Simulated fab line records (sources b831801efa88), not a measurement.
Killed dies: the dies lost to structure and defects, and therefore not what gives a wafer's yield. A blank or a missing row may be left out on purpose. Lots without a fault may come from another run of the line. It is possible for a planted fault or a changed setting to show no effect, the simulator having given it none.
fab line records | flow sfq_line
record: lots: 14 | wafers: 42 | last_day: 92
route steps=325 shown I4@164
lots untouched by any fault: they come from a run of this same line in which no faults occurred
start_h: hours from the record's first day to the start of the lot's first wafer shown | wait_h: how many hours have passed since the lot's step before this one | " identical to the entry in the row above | L1.1+2: a row that stands for several wafers | - no value present, or no start provided | * or withheld: withheld | < > ~ a bound
route shown NAME@n: names a module that has steps shown in the file, with the first one's number in the route | usual: the fault-free wafers' mean and standard deviation | same: alike in all rows | chamber/n: place in a boat | sites: the reading at each site | _std_site: their standard deviation | _edge_site: outer sites' mean less inner sites' | radius_mm: for every site, how far away it sits from the centre of the wafer | mask NAME#n: copy n | behind: tool/chamber where the wafer was last shaped | hold: the reason the lot was held/the length of the hold in hours/how it ended | device: whichever transistor did not switch (one of n, p or np) | end of line: the same wafers' tests at the end of the route | a step with no rows: only its recipe | killed: the dies lost at the first sort to structure and to defects; this is not the yield of the wafer | map: shows each die of a wafer: x if killed, . if not, _ if none is there
set.NAME: setting as actually run; set.NAME@STEP: the setting as run at that earlier step | model.NAME: the simulator's own value behind a step, which no gauge read
route steps across a sampled set of lots; one table per step, one row per wafer
services: from which hour (start_h, from the record's first day; less than 0 if before it) a tool's chamber was out of use, for how many hours, and why
== steps ==
step: SFQ_TRILAYER_I4_CMP_CMP_100
recipe: material: SiO2 | down_force_psi: 3 | platen_rpm: 60 | pad_velocity_m_s: 0.94248
usual: edge_zone_pressure_frac: 1.000/0.0045 | motor_current_A: 10.6/0.77 | time_to_endpoint_s: 214/6.4
lot.wafer | tool   | chamber | start_h | wait_h | edge_zone_pressure_frac | motor_current_A | time_to_endpoint_s
L958.3    | cmp-02 | 2       | 1292.30 | 31.2   | 1.007                   | 10.3            | 214
L958.5    | "      | 2       | 1294.30 | 33.2   | 0.996                   | 10.4            | 220
L958.6    | "      | 3       | "       | "      | 0.998                   | 11.1            | 218
L959.3    | cmp-02 | 3       | 1307.30 | 28.9   | 1.005                   | 10.9            | 210
L959.4    | "      | 0       | "       | "      | 0.997                   | 11.6            | 226
L959.5    | "      | 3       | 1309.30 | 30.8   | 0.996                   | 11.1            | 213
L960.2    | cmp-01 | 3       | 1316.95 | 28.9   | 1.002                   | 10.2            | 217
L960.3    | "      | 0       | "       | "      | 0.998                   | 11.2            | 209
L960.1    | "      | 2       | 1318.45 | 30.4   | 1.004                   | 10.9            | 211
L964.3    | cmp-01 | 1       | 1344.95 | 32.3   | 0.996                   | 8.9             | 215
L964.2    | "      | 2       | "       | "      | 1.006                   | 10.7            | 214
L964.6    | "      | 0       | 1346.45 | 33.7   | 1.000                   | 10.7            | 221
L965.3    | cmp-02 | 1       | 1346.87 | 30.6   | 1.004                   | 10.9            | 215
L965.6    | "      | 2       | "       | "      | 1.005                   | 11.0            | 220
L965.5    | "      | 3       | "       | "      | 1.000                   | 10.6            | 222
L967.1    | cmp-02 | 2       | 1354.67 | 0.0    | 1.000                   | 10.1            | 215
L967.2    | "      | 0       | 1355.67 | 1.0    | 1.002                   | 11.4            | 218
L967.5    | "      | 3       | 1357.17 | 2.5    | 1.003                   | 11.3            | 228
L968.4    | cmp-02 | 1       | 1371.47 | 0.0    | 0.995                   | 11.6            | 225
L968.1    | "      | 3       | 1372.47 | 1.0    | 0.992                   | 11.8            | 221
L968.2    | "      | 0       | "       | "      | 0.998                   | 10.6            | 216
L969.4    | cmp-01 | 0       | 1380.37 | 0.5    | 1.003                   | 11.3            | 211
L969.1    | "      | 1       | "       | "      | 0.995                   | 9.6             | 210
L969.6    | "      | 3       | 1381.87 | 2.0    | 0.998                   | 10.1            | 213
L970.3    | cmp-01 | 2       | 1388.17 | 0.5    | 1.002                   | 10.9            | 205
L970.6    | "      | 1       | 1389.67 | 2.0    | 1.001                   | 9.0             | 206
L970.5    | "      | 2       | "       | "      | 1.004                   | 11.0            | 214
L971.4    | cmp-02 | 3       | 1392.89 | 0.0    | 1.004                   | 11.3            | 215
L971.6    | "      | 3       | 1394.89 | 2.0    | 0.998                   | 11.1            | 212
L971.5    | "      | 0       | "       | "      | 0.990                   | 10.9            | 209
L972.2    | cmp-02 | 1       | 1401.59 | 1.5    | 1.003                   | 11.6            | 214
L972.5    | "      | 2       | "       | "      | 0.995                   | 10.6            | 216
L972.6    | "      | 3       | "       | "      | 0.994                   | 11.3            | 222
L974.4    | cmp-01 | 3       | 1427.69 | 0.0    | 0.998                   | 10.3            | 224
L974.3    | "      | 0       | "       | "      | 1.001                   | 11.6            | 217
L974.5    | "      | 3       | 1429.69 | 2.0    | 1.003                   | 10.4            | 228
L977.2    | cmp-02 | 3       | 1463.25 | 1.8    | 0.997                   | 11.1            | 211
L977.4    | "      | 1       | 1464.25 | 2.7    | 1.001                   | 10.9            | 220
L977.5    | "      | 2       | "       | "      | 0.998                   | 10.3            | 116
L979.3    | cmp-02 | 1       | 1476.25 | 5.2    | 1.012                   | 11.5            | 211
L979.5    | "      | 2       | "       | "      | 0.996                   | 10.0            | 118
L979.6    | "      | 3       | "       | "      | 1.006                   | 10.9            | 213
== services ==
tool   | chamber | start_h | hours | kind
cmp-01 | -       | 1268.45 | -     | consumable_replace:conditioner
cmp-01 | -       | 1268.45 | -     | consumable_replace:pad
cmp-01 | -       | 1273.94 | 1.0   | repair
cmp-01 | -       | 1280.96 | 1.7   | repair
cmp-02 | -       | 1331.30 | 5.1   | pm
cmp-02 | -       | 1429.54 | 4.0   | pm
cmp-02 | -       | 1433.54 | -     | consumable_replace:conditioner
cmp-02 | -       | 1433.54 | -     | consumable_replace:pad
cmp-01 | -       | 1447.61 | 8.0   | pm
== key ==
first_sign: step: SFQ_TRILAYER_I4_CMP_CMP_100 | reading: time_to_endpoint_s | direction: down | sigmas: 15 | usual: * | struck: *
effect none on later readings
met_at SFQ_TRILAYER_I4_CMP_CMP_100
struck_lots L977,L979
struck_wafers L977.5,L979.5
onset_between 1401.59 1463.25
fault: kind: process_parameter_drift | tool: cmp-02 | chamber: 2 | onset_h: 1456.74 | steps: SFQ_TRILAYER_I4_CMP_CMP_100 | channel: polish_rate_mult | offset: 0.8 | shape: step | end_h: 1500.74
